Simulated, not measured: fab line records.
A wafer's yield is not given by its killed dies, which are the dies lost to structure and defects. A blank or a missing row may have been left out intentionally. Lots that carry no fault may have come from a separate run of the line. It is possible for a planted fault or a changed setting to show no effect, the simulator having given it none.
fab line records	flow sky130
[record] lots = 6	wafers = 18	lastDay = 50
route steps=708 shown FIELD_ISO@6 PAD_OPEN@708
lots untouched by any fault: they come from a run of this same line in which no faults occurred
startH: hours from the record's opening day to when the first of the lot's shown wafers began	waitH: hours since the lot's step before	" unchanged from the row above	L1.1+2: one row covering several wafers at once	- no value present, or no start provided	* or withheld: withheld	< > ~ a bound
route shown NAME@n: names a module that has steps shown in the file, with the first one's number in the route	usual: the fault-free wafers' mean and standard deviation	same: alike in all rows	chamber/n: place in a boat	sites: each site's reading	_std_site: standard deviation of those values	_edge_site: outer sites' mean less inner sites'	radiusMm: for every site, how far away it sits from the centre of the wafer	mask NAME#n: copy n	behind: the tool/chamber that last shaped the wafer	hold: what put the lot on hold/how long, in hours/how the hold closed	device: names the non-switching transistor (n, p or np)	end of line: the same wafers' tests at the end of the route	for a step that has no rows: nothing shown but its recipe	killed: at the first sort, the dies lost to defects and structure; wafer yield is something else	map: dies across one wafer; x = killed, . = not, _ = none there
set.NAME: the setting the step ran with; set.NAME@STEP: the setting that earlier step ran with	model.NAME: the simulator's own value behind a step, which no gauge read
lots at some steps of the route; a table a step, a row a wafer
services: when a tool's chamber went out of use (startH, in hours from the record's first day, below 0 if earlier), for how many hours, and the reason
[[steps]]
[step SKY_FIELD_ISO_DEHYDRATE_05]
[recipe] tempC = 200	timeS = 60
[step SKY_FIELD_ISO_HMDS_06]
[recipe] primeTimeS = 60	primeTempC = 120
[step SKY_FIELD_ISO_COAT_07]
[recipe] resist = BARC	tempC = withheld	timeS = withheld	spinRpm = 3000	resistThkNm = 60.89
[step SKY_FIELD_ISO_COAT_08]
[recipe] resist = KrF-thick	spinRpm = 3000	resistThkNm = 450
[step SKY_FIELD_ISO_SOFTBAKE_09]
[recipe] tempC = 100	timeS = 90	resist = KrF-thick
[step SKY_FIELD_ISO_EXPOSE_10]
[recipe] maskId = FOM	na = 0.68	sourceShape = annular	sigmaInner = 0.4	sigmaOuter = 0.8	targetCdNm = 150	doseMj = 28
[step SKY_FIELD_ISO_PEB_11]
[recipe] pebTempC = withheld	pebTimeS = withheld	resist = KrF-thick
[step SKY_FIELD_ISO_DEVELOP_12]
[recipe] developTimeS = 60	resist = KrF-thick	devTempC = 21
[step SKY_FIELD_ISO_CD_MEAS_13]
[recipe] targetCdNm = 150
[usual] cdNm = 150.2/1.4
lot.wafer	tool	chamber	startH	waitH	cdNm
L118.1	cdSem-02	-	35.96	-	151.8
L118.2	"	-	"	"	150.4
L118.5	"	-	"	"	151.2
L124.2	cdSem-01	-	66.35	-	151.6
L124.3	"	-	"	"	152.8
L124.6	"	-	"	"	152.1
L126.2	cdSem-01	-	75.23	-	151.8
L126.3	"	-	"	"	151.1
L126.5	"	-	"	"	151.9
L127.2	cdSem-01	-	82.18	-	151.0
L127.4	"	-	"	"	150.8
L127.6	"	-	"	"	150.6
L137.2	cdSem-01	-	133.48	-	150.9
L137.3	"	-	"	"	150.3
L137.5	"	-	"	"	151.7
L139.1	cdSem-02	-	142.68	-	152.8
L139.3	"	-	"	"	151.8
L139.4	"	-	"	"	149.7
[step SKY_FIELD_ISO_ETCH_14]
[recipe] chemistry = N2/H2	target = BARC	ionEnergyEv = 200	sourceW = 500	biasW = 100	pressureMtorr = 30	n2FlowSccm = 100	h2FlowSccm = 200	stopOn = SiO2	timeS = 45.9	targetDepthA = 600
[usual] biasW = 99.97/0.28	chamberPressureMTorr = 30.001/0.027	drypumpMotorCurrentA = 5.6/0.54	oesProductAu = 0.862/0.0046	throttleValvePct = 13.225/0.0097
lot.wafer	tool	chamber	startH	waitH	biasW	chamberPressureMTorr	drypumpMotorCurrentA	oesProductAu	rfHoursCounterH	throttleValvePct
L118.1	rieDiel-02	2	36.08	0.1	100.48	30.008	6.4	0.859	1	13.231
L118.2	"	3	"	"	99.64	30.068	5.9	0.859	51	13.236
L118.5	"	2	"	"	100.34	29.992	6.4	0.859	-	13.208
L124.2	rieDiel-02	2	66.45	0.1	100.34	30.059	6.4	0.859	1	13.228
L124.3	"	0	"	"	99.82	30.021	5.2	0.859	16	13.238
L124.6	"	0	"	"	99.81	29.982	5.2	0.870	-	13.216
L126.2	rieDiel-02	0	75.33	0.1	100.10	30.014	5.2	0.854	16	13.227
L126.3	"	2	"	"	100.23	29.977	6.4	0.861	2	13.219
L126.5	"	1	"	"	99.96	30.029	4.9	0.865	-	13.247
L127.2	rieDiel-04	1	82.28	0.1	100.12	29.982	5.4	0.867	70	13.220
L127.4	"	3	"	"	100.04	30.020	5.3	0.856	54	13.219
L127.6	"	2	"	"	100.19	29.997	5.1	0.862	-	13.246
L137.2	rieDiel-02	2	133.58	0.1	100.32	29.989	6.4	0.865	3	13.234
L137.3	"	3	"	"	100.57	30.039	5.9	0.866	53	13.234
L137.5	"	1	"	"	100.08	30.028	4.9	0.864	-	13.237
L139.1	rieDiel-02	3	142.80	0.1	99.86	30.029	5.9	0.856	53	13.231
L139.3	"	2	"	"	99.96	29.963	6.4	0.855	3	13.229
L139.4	"	0	"	"	99.33	30.014	5.2	0.868	17	13.223
[step SKY_FIELD_ISO_ETCH_15]
[recipe] chemistry = CHF3/O2	targetDepthNm = 180	stopOn = Si	sourceW = 600	biasW = 200	pressureMtorr = 40	chf3FlowSccm = 50	O2_flow_sccm = 5	timeS = 72
[usual] O2_flow_sccm = 4.997/0.015	biasW = 200.0/0.62	drypumpMotorCurrentA = 5.6/0.53	oesProductAu = 0.944/0.0059	throttleValvePct = 8.843/0.0088
lot.wafer	tool	chamber	startH	waitH	O2_flow_sccm	biasW	drypumpMotorCurrentA	oesProductAu	rfHoursCounterH	throttleValvePct
L118.1	rieDiel-02	2	36.12	0.0	5.005	200.4	6.4	0.937	1	8.845
L118.2	"	3	"	"	4.999	201.4	5.9	0.946	51	8.844
L118.5	"	2	"	"	4.984	200.8	6.4	0.944	-	8.838
L124.2	rieDiel-02	2	66.49	0.0	5.008	201.2	6.3	0.940	1	8.861
L124.3	"	0	"	"	4.983	201.3	5.2	0.938	16	8.844
L124.6	"	0	"	"	4.979	200.3	5.2	0.940	-	8.841
L126.2	rieDiel-02	0	75.37	0.0	5.013	200.4	5.2	0.949	16	8.850
L126.3	"	2	"	"	4.980	199.9	6.4	0.941	2	8.832
L126.5	"	1	"	"	4.980	200.0	4.9	0.941	-	8.842
L127.2	rieDiel-04	1	82.32	0.0	5.004	199.4	5.4	0.952	70	8.840
L127.4	"	3	"	"	4.989	200.4	5.3	0.944	54	8.847
L127.6	"	2	"	"	4.992	199.5	5.0	0.952	-	8.830
L137.2	rieDiel-02	2	133.62	0.0	5.023	200.4	6.4	0.941	3	8.834
L137.3	"	3	"	"	4.996	200.5	5.9	0.946	53	8.858
L137.5	"	2	"	"	4.984	199.8	6.4	0.937	-	8.841
L139.1	rieDiel-02	3	142.85	0.0	4.977	200.3	5.9	0.955	53	8.837
L139.3	"	2	"	"	4.999	199.3	6.4	0.957	3	8.845
L139.4	"	0	"	"	4.988	200.3	5.2	0.953	17	8.845
[step SKY_FIELD_ISO_STRIP_16]
[recipe] chemistry = O2/N2	powerW = 1400	pressureMtorr = 1500	platenTempC = withheld	o2FlowSccm = 3000	n2FlowSccm = 300	overashFraction = 0.5
[usual] drypumpMotorCurrentA = 5.6/0.34	oesProductAu = 0.379/0.0049	stripTimeToEndpointS = 3.58/0.048
[same] overashFraction = 0.5
lot.wafer	tool	chamber	startH	waitH	drypumpMotorCurrentA	oesProductAu	rfHoursCounterH	stripTimeToEndpointS
L118.1	plasmaAsher-03	1	36.17	0.0	5.6	0.375	35	3.57
L118.2	"	0	"	"	5.5	0.380	35	3.58
L118.5	"	0	"	"	5.5	0.376	-	3.57
L124.2	plasmaAsher-01	1	66.55	0.0	5.9	0.379	37	3.59
L124.3	"	1	"	"	5.9	0.380	-	3.62
L124.6	"	1	"	"	5.9	0.376	-	3.59
L126.2	plasmaAsher-01	0	75.42	0.0	6.3	0.370	38	3.59
L126.3	"	1	"	"	5.9	0.377	-	3.55
L126.5	"	0	"	"	6.3	0.374	-	3.64
L127.2	plasmaAsher-03	0	82.37	0.0	5.5	0.364	40	3.48
L127.4	"	0	"	"	5.5	0.382	-	3.61
L127.6	"	0	"	"	5.5	0.384	-	3.54
L137.2	plasmaAsher-04	1	133.67	0.0	5.1	0.382	45	3.59
L137.3	"	1	"	"	5.1	0.383	-	3.56
L137.5	"	1	"	"	5.2	0.389	-	3.59
L139.1	plasmaAsher-03	1	142.90	0.0	5.6	0.376	2	3.59
L139.3	"	1	"	"	5.6	0.379	-	3.58
L139.4	"	0	"	"	5.5	0.383	-	3.62
[step SKY_FIELD_ISO_ETCH_17]
[recipe] targetDepthA = 3420	maskMaterial = Si3N4	chemistry = HBr/Cl2/O2	target = Si	taperDeg = 5	icpW = 600	biasW = 145.2	pressureMtorr = 15	HBr_flow_sccm = 150	Cl2_flow_sccm = 40	O2_flow_sccm = 6	timeS = 97.7
[usual] HBr_flow_sccm = 150.0/0.48	O2_flow_sccm = 5.997/0.018	drypumpMotorCurrentA = 5.7/0.39	oesProductAu = 0.995/0.011	throttleValvePct = 25.660/0.011
lot.wafer	tool	chamber	startH	waitH	HBr_flow_sccm	O2_flow_sccm	drypumpMotorCurrentA	oesProductAu	rfHoursCounterH	throttleValvePct	model.Si3N4_of_FIELD_ISO_CVD_03.thkNm
L118.1	rieSi-01	1	36.27	0.1	150.8	5.993	5.2	0.989	134	25.654	148.7
L118.2	"	2	"	"	150.6	6.042	5.9	0.981	0	25.664	150.2
L118.5	"	1	"	"	150.4	6.007	5.2	0.994	-	25.669	150
L124.2	rieSi-02	3	66.65	0.1	149.7	5.994	6.3	0.997	1	25.656	149.9
L124.3	"	2	"	"	150.5	6.008	5.6	0.988	17	25.667	149.2
L124.6	"	2	"	"	150.3	6.014	5.6	0.995	-	25.659	149.3
L126.2	rieSi-01	0	75.52	0.1	-	-	-	-	-	-	164.2
L126.3	"	3	"	"	-	-	-	-	-	-	164.5
L126.5	"	2	"	"	-	-	-	-	-	-	163.4
L127.2	rieSi-02	1	82.47	0.1	-	-	-	-	-	-	165.6
L127.4	"	3	"	"	-	-	-	-	-	-	165.2
L127.6	"	2	"	"	-	-	-	-	-	-	164.4
L137.2	rieSi-02	1	133.77	0.1	150.2	6.004	5.6	1.004	20	25.666	148.9
L137.3	"	2	"	"	148.8	6.011	5.6	0.979	18	25.692	150.4
L137.5	"	3	"	"	150.3	5.988	6.2	0.987	-	25.674	150.1
L139.1	rieSi-02	1	143.00	0.1	150.4	6.036	5.6	1.001	20	25.652	150.9
L139.3	"	3	"	"	149.6	6.002	6.3	0.996	2	25.663	151.8
L139.4	"	0	"	"	150.3	5.991	5.2	0.996	75	25.658	152.7
[step SKY_FIELD_ISO_WET_ETCH_18]
[recipe] chemistry = H3PO4	targetDepthNm = 25	tempC = 160	target = Si3N4	timeS = 286
[step SKY_FIELD_ISO_CLEAN_19]
[recipe] chemistry = SC1/SC2	mix = 1:4:20	tempC = 70	timeS = 150
[step SKY_FIELD_ISO_CLEAN_20]
[recipe] chemistry = dHF	timeS = 20	dilution = 100:1
[step SKY_FIELD_ISO_WET_ETCH_21]
[recipe] chemistry = dHF	dilution = 100:1	targetDepthNm = 20	dry = ipaMarangoni	target = SiO2	tempC = 25	timeS = 400
[step SKY_FIELD_ISO_OXIDATION_22]
[recipe] tempC = 950	ambient = O2	stabiliseS = 600	purgeS = 300	targetThkA = 100	oxTimeS = 623
[step SKY_FIELD_ISO_CVD_24]
[recipe] material = SiO2	targetThkNm = 595	tempC = 650	sigmaOpenFrac = 0.3	timeS = 99.2	sih4FlowSccm = 60	pressureMtorr = 6
[step SKY_FIELD_ISO_ANNEAL_26]
[recipe] tempC = 1000	timeS = 1800	ambient = N2
[step SKY_FIELD_ISO_CMP_27]
[recipe] stopOn = Si3N4	tOverpolishS = 16	downForcePsi = 4	platenRpm = 60	targetThkNm = 457.8	padVelocityMS = 0.94248
[usual] motorCurrentA = 11.5/0.87	retainingRingPressureFrac = 0.999/0.0049	slurryFilterDpKPa = 13.50/0.13
lot.wafer	tool	chamber	startH	waitH	motorCurrentA	retainingRingPressureFrac	slurryFilterDpKPa
L118.2	cmp-02	2	42.37	0.0	10.7	0.999	13.65
L118.1	"	0	"	"	12.7	1.009	13.31
L118.5	"	3	"	"	11.4	1.001	13.71
L124.3	cmp-01	0	72.29	0.1	12.8	1.006	13.50
L124.2	"	1	"	"	12.0	0.996	13.47
L124.6	"	3	"	"	11.4	0.993	13.28
L126.2	cmp-01	0	81.55	0.0	11.7	1.000	13.48
L126.3	"	2	"	"	9.9	0.997	13.58
L126.5	"	0	"	"	12.2	0.997	13.52
L127.4	cmp-02	0	87.51	0.1	13.0	1.000	13.49
L127.2	"	1	"	"	12.0	1.003	13.43
L127.6	"	2	"	"	10.7	0.994	13.40
L137.3	cmp-02	1	137.98	0.0	11.4	0.996	13.48
L137.2	"	0	"	"	12.4	0.999	13.60
L137.5	"	1	"	"	12.2	1.000	13.59
L139.4	cmp-01	0	148.26	0.0	12.5	0.994	13.34
L139.1	"	2	"	"	9.9	0.998	13.53
L139.3	"	3	"	"	11.4	0.995	13.66
[step SKY_FIELD_ISO_WET_ETCH_28]
[recipe] chemistry = dHF	targetDepthNm = 23.7	target = SiO2	dilution = 10:1	tempC = 25	timeS = 47
[usual] bathHeatDutyPct = 6.6/0.74	runLengthS = 75.2/2.8
lot.wafer	tool	chamber	startH	waitH	bathHeatDutyPct	runLengthS	model.Si3N4_of_FIELD_ISO_CVD_03.thkNm
L118.1	wetBench-04	3	42.67	0.1	7.3	74.2	116.6
L118.2	"	3	"	"	7.5	74.2	118.1
L118.5	"	3	"	"	6.7	74.2	118
L124.2	wetBench-03	3	72.49	0.1	5.4	73.9	118.2
L124.3	"	3	"	"	5.2	73.9	117.4
L124.6	"	3	"	"	6.8	73.9	117.6
L126.2	wetBench-01	3	81.85	0.2	7.3	76.0	132.7
L126.3	"	3	"	"	6.9	76.0	132.9
L126.5	"	3	"	"	6.7	76.0	131.9
L127.2	wetBench-04	3	87.71	0.1	7.4	80.4	135
L127.4	"	3	"	"	7.2	80.4	134.4
L127.6	"	3	"	"	7.6	80.4	133.8
L137.2	wetBench-01	0	138.28	0.1	5.8	75.2	118
L137.3	"	0	"	"	7.3	75.2	119.6
L137.5	"	0	"	"	5.9	75.2	119.2
L139.1	wetBench-04	0	148.56	0.1	7.2	71.8	119.1
L139.3	"	0	"	"	8.2	71.8	120.2
L139.4	"	0	"	"	7.1	71.8	120.8
[step SKY_FIELD_ISO_WET_ETCH_29]
[recipe] chemistry = H3PO4	targetDepthNm = 160	target = Si3N4	tempC = 160	timeS = 1825
[step SKY_PAD_OPEN_PROBE_99]
[usual] killed_at_M0_to_M3 = 43/6.6	killed_at_M4_up = 2.9/1.8	killedAtContacts = 25/5.3	killedAtFrontEnd = 15/4.1	killedAtOther = 0.3/0.6	killedDies = 86/8.8	killedOnRim = 17/3.5	killedOpen = 47/6.7	killedShort = 39/6.2
[same] grossDies = 492	killedAtBackSide = 0
lot.wafer	tool	chamber	startH	waitH	killed_at_M0_to_M3	killed_at_M4_up	killedAtContacts	killedAtFrontEnd	killedAtOther	killedDies	killedOnRim	killedOpen	killedShort
L118.1	prober-02	-	1089.06	0.1	39	0	30	15	2	86	14	45	41
L118.2	prober-02	-	1089.11	0.1	36	2	32	18	0	88	17	49	39
L118.5	prober-02	-	1089.26	0.2	46	3	24	16	0	89	18	47	41
L126.2	prober-01	-	1136.19	0.1	39	4	34	415	0	492	96	46	42
L126.3	prober-01	-	1136.24	0.2	35	2	13	442	0	492	96	35	25
L126.5	prober-01	-	1136.34	0.2	59	1	35	396	1	492	96	59	46
L127.2	prober-02	-	1141.31	0.1	40	3	23	425	1	492	96	38	44
L127.4	prober-02	-	1141.41	0.2	45	5	27	415	0	492	96	46	43
L127.6	prober-02	-	1141.51	0.2	40	2	34	416	0	492	96	50	37
L137.2	prober-02	-	1187.33	0.1	35	3	29	17	1	85	18	50	35
L137.3	prober-02	-	1187.38	0.2	50	3	26	20	1	100	22	54	46
L137.5	prober-02	-	1187.48	0.2	55	4	27	13	1	100	21	52	48
// killed by level:class
L118.1 LI_CONTACT:geometricParticle:open=11 VIA1:geometricParticle:open=8 CONTACT:geometricParticle:open=7 METAL1:geometricParticle:short=7 VIA1:geometricParticle:short=6 FIELD_ISO:geometricParticle:open=5 VIA3:geometricParticle:short=5 LOCAL_INTERCONNECT:geometricParticle:short=4
L118.2 CONTACT:geometricParticle:open=12 VIA1:geometricParticle:open=12 FIELD_ISO:geometricParticle:open=6 LI_CONTACT:geometricParticle:open=6 LOCAL_INTERCONNECT:geometricParticle:short=6 FIELD_ISO:geometricParticle:short=5 METAL2:geometricParticle:short=5 VIA2:geometricParticle:open=5
L118.5 VIA3:geometricParticle:open=9 VIA2:geometricParticle:open=8 LI_CONTACT:geometricParticle:open=7 VIA1:geometricParticle:short=7 VIA1:geometricParticle:open=6 METAL1:geometricParticle:short=6 CONTACT:geometricParticle:open=5 FIELD_ISO:geometricParticle:open=4
L126.2 FIELD_ISO:areaEtch=404 CONTACT:geometricParticle:open=11 LI_CONTACT:geometricParticle:open=10 METAL2:geometricParticle:short=8 VIA1:geometricParticle:open=7 FIELD_ISO:geometricParticle:open=6 CONTACT:geometricParticle:short=6 VIA3:geometricParticle:open=5
L126.3 FIELD_ISO:areaEtch=432 VIA3:geometricParticle:open=10 LI_CONTACT:geometricParticle:open=8 METAL2:geometricParticle:short=6 VIA1:geometricParticle:open=5 VIA1:geometricParticle:short=4 METAL1:geometricParticle:short=3 SPACER:geometricParticle:open=2
L126.5 FIELD_ISO:areaEtch=387 VIA3:geometricParticle:open=15 CONTACT:geometricParticle:open=11 METAL2:geometricParticle:short=11 LI_CONTACT:geometricParticle:open=10 VIA1:geometricParticle:open=9 CONTACT:geometricParticle:short=6 VIA1:geometricParticle:short=6
L127.2 FIELD_ISO:areaEtch=410 LI_CONTACT:geometricParticle:short=6 LI_CONTACT:geometricParticle:open=6 METAL1:geometricParticle:short=6 VIA1:geometricParticle:open=6 FIELD_ISO:geometricParticle:short=5 VIA1:geometricParticle:short=5 CONTACT:geometricParticle:short=5
L127.4 FIELD_ISO:areaEtch=403 VIA1:geometricParticle:open=10 CONTACT:geometricParticle:open=9 LI_CONTACT:geometricParticle:open=7 VIA3:geometricParticle:open=5 VIA2:geometricParticle:open=5 CONTACT:geometricParticle:short=5 VIA2:geometricParticle:short=5
L127.6 FIELD_ISO:areaEtch=405 VIA1:geometricParticle:open=12 CONTACT:geometricParticle:open=12 LI_CONTACT:geometricParticle:open=10 CONTACT:geometricParticle:short=7 FIELD_ISO:geometricParticle:open=6 LOCAL_INTERCONNECT:geometricParticle:short=4 METAL1:geometricParticle:short=4
L137.2 CONTACT:geometricParticle:open=13 VIA3:geometricParticle:open=7 VIA1:geometricParticle:open=7 CONTACT:geometricParticle:short=7 LI_CONTACT:geometricParticle:open=6 POLY_GATE:geometricParticle:short=4 POLY_GATE:geometricParticle:open=4 VIA1:geometricParticle:short=4
L137.3 CONTACT:geometricParticle:open=9 VIA1:geometricParticle:open=9 FIELD_ISO:geometricParticle:short=8 LI_CONTACT:geometricParticle:open=8 VIA1:geometricParticle:short=7 FIELD_ISO:geometricParticle:open=6 VIA3:geometricParticle:short=6 VIA3:geometricParticle:open=6
L137.5 VIA2:geometricParticle:open=10 VIA1:geometricParticle:open=10 LI_CONTACT:geometricParticle:open=9 METAL2:geometricParticle:short=7 LOCAL_INTERCONNECT:geometricParticle:short=5 CONTACT:geometricParticle:open=5 CONTACT:geometricParticle:short=5 VIA2:geometricParticle:short=5
// map L126.2 (x killed, . not)
__________xxxxxxxxxx_________
________xxxxxxxxxxxxxx_______
______xxxxxxxxxxxxxxxxxx_____
_____xxxxxxxxxxxxxxxxxxxx____
____xxxxxxxxxxxxxxxxxxxxxx___
___xxxxxxxxxxxxxxxxxxxxxxxx__
__xxxxxxxxxxxxxxxxxxxxxxxxxx_
_xxxxxxxxxxxxxxxxxxxxxxxxxxxx
_xxxxxxxxxxxxxxxxxxxxxxxxxxxx
_xxxxxxxxxxxxxxxxxxxxxxxxxxxx
_xxxxxxxxxxxxxxxxxxxxxxxxxxxx
_xxxxxxxxxxxxxxxxxxxxxxxxxxxx
_xxxxxxxxxxxxxxxxxxxxxxxxxxxx
_xxxxxxxxxxxxxxxxxxxxxxxxxxxx
_xxxxxxxxxxxxxxxxxxxxxxxxxxxx
__xxxxxxxxxxxxxxxxxxxxxxxxxx_
___xxxxxxxxxxxxxxxxxxxxxxxx__
____xxxxxxxxxxxxxxxxxxxxxx___
_____xxxxxxxxxxxxxxxxxxxx____
______xxxxxxxxxxxxxxxxxx_____
________xxxxxxxxxxxxxx_______
__________xxxxxxxxxx_________
// map L127.2 (x killed, . not)
__________xxxxxxxxxx_________
________xxxxxxxxxxxxxx_______
______xxxxxxxxxxxxxxxxxx_____
_____xxxxxxxxxxxxxxxxxxxx____
____xxxxxxxxxxxxxxxxxxxxxx___
___xxxxxxxxxxxxxxxxxxxxxxxx__
__xxxxxxxxxxxxxxxxxxxxxxxxxx_
_xxxxxxxxxxxxxxxxxxxxxxxxxxxx
_xxxxxxxxxxxxxxxxxxxxxxxxxxxx
_xxxxxxxxxxxxxxxxxxxxxxxxxxxx
_xxxxxxxxxxxxxxxxxxxxxxxxxxxx
_xxxxxxxxxxxxxxxxxxxxxxxxxxxx
_xxxxxxxxxxxxxxxxxxxxxxxxxxxx
_xxxxxxxxxxxxxxxxxxxxxxxxxxxx
_xxxxxxxxxxxxxxxxxxxxxxxxxxxx
__xxxxxxxxxxxxxxxxxxxxxxxxxx_
___xxxxxxxxxxxxxxxxxxxxxxxx__
____xxxxxxxxxxxxxxxxxxxxxx___
_____xxxxxxxxxxxxxxxxxxxx____
______xxxxxxxxxxxxxxxxxx_____
________xxxxxxxxxxxxxx_______
__________xxxxxxxxxx_________
[[services]]
tool	chamber	startH	hours	kind
rieDiel-02	3	13.33	4.1	repair
cmp-01	-	15.51	1.4	repair
rieSi-01	-	20.02	2.8	pm
rieDiel-02	-	23.21	0.9	repair
cmp-01	-	26.29	6.3	repair
plasmaAsher-01	-	34.65	2.8	pm
rieDiel-02	1	37.18	13.8	repair
cmp-02	-	64.00	4.0	pm
cmp-01	-	67.89	1.7	repair
cmp-02	-	68.00	-	consumableReplace:conditioner
cmp-02	-	68.00	-	consumableReplace:pad
plasmaAsher-04	-	76.49	4.0	repair
cmp-02	-	82.09	1.0	repair
rieSi-02	2	85.70	7.3	repair
plasmaAsher-03	-	108.75	9.0	pm
plasmaAsher-03	0	108.75	9.0	ventCycle
plasmaAsher-03	1	108.75	9.0	ventCycle
plasmaAsher-03	0	117.75	-	clean
plasmaAsher-03	1	117.75	-	clean
rieSi-02	-	123.77	0.1	repair
rieDiel-02	-	128.70	0.1	repair
cmp-01	-	130.09	12.4	repair
cmp-01	-	137.90	5.8	repair
rieSi-01	0	140.46	6.4	repair
[[key]]
[firstSign] step = SKY_FIELD_ISO_ETCH_17	reading = toolRecord	direction = missing
[effect] step = SKY_PAD_OPEN_PROBE_99	reading = killedAtFrontEnd	direction = up	sigmas = 99+	usual = 15	struck = 418
[modelEffect] step = SKY_FIELD_ISO_ETCH_17	value = Si3N4_of_FIELD_ISO_CVD_03.thkNm	without = 150.1	struck = 164.6
[modelEffect] step = SKY_FIELD_ISO_WET_ETCH_28	value = Si3N4_of_FIELD_ISO_CVD_03.thkNm	without = 118.9	struck = 133.5
[moreKillsBornAt] SKY_FIELD_ISO_ETCH_17@rieSi-01 = 1223	SKY_FIELD_ISO_ETCH_17@rieSi-02 = 1218
metAt SKY_FIELD_ISO_ETCH_17
struckWafers L126.2,L126.3,L126.5,L127.2,L127.4,L127.6
laterRowsLeftOut L126.2,L126.3,L126.5,L127.2,L127.4,L127.6
testerLeftOut L126,L127
onsetBetween 66.65 75.52
[fault] kind = skippedStepWhole	tool = rieSi-01,rieSi-02	chamber = -	onsetH = 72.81	steps = SKY_FIELD_ISO_ETCH_17	scope = struckLotsOnly
// testerLeftOut: of these lots the tester's yield and bins aren't shown, on N5 and GAA mostly nor the transistor test; their killed dies are dies lost to structure and defects alone, not to doping, threshold or leakage, so they don't give the yield
// laterRowsLeftOut: the simulator's readings of these wafers behind a module that went badly wrong aren't trusted and aren't shown, but for the sort
